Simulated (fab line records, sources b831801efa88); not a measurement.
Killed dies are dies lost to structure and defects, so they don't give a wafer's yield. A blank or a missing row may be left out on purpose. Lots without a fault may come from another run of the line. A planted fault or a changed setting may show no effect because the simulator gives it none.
One fault seen from 2 desks | flow gf180mcu | each desk has only its own numbers; what lay behind them comes last

THE TOOL OWNER'S DESK: pvd_sputter-03
The tool's own readings at GF_V1_SPUTTER_21 (material Ti, target thk 15 nm, time 80.02 s): means of the sampled wafers that have a number, for each lot that ran on this tool. A lot is out of limits, marked OUT, if its mean lies more than 4 standard deviations from the usual mean; the brackets give that distance.
Columns: A = cathode_dc_power_W at GF_V1_SPUTTER_21, usual 2500.0 W; B = throttle_valve_pct at GF_V1_SPUTTER_21, usual 29.8 %
lot  | first seen here | A      | B
L791 | day 24 15:17    | 2500.0 | 29.7
This desk's finding: nothing out of limits on the one lot.

THE METROLOGY DESK
What the gauges read, lot by lot, whatever tool the lot ran on: means of the sampled wafers that have a number. A lot is out of limits, marked OUT, if its mean lies more than 4 standard deviations from the usual mean; the brackets give that distance.
Columns: A = cd_nm at GF_V1_CD_MEAS_14, usual 260.0 nm; B = V1_OVL at GF_V1_OVL_MEAS_15, usual 1 nm
lot  | first seen here | A     | B
L775 | day 18 21:40    | 259.7 | -2
L776 | day 19 00:40    | 258.4 | -4
L791 | day 24 14:31    | 261.0 | 4
L793 | day 25 13:08    | 261.9 | 0
L794 | day 25 19:26    | 257.2 | -0
This desk's finding: nothing out of limits on any of the 5 lots.

PUT TOGETHER
The tool owner's desk saw nothing out of limits.
The metrology desk saw nothing out of limits.

WHAT THE SIMULATOR HAD PUT IN
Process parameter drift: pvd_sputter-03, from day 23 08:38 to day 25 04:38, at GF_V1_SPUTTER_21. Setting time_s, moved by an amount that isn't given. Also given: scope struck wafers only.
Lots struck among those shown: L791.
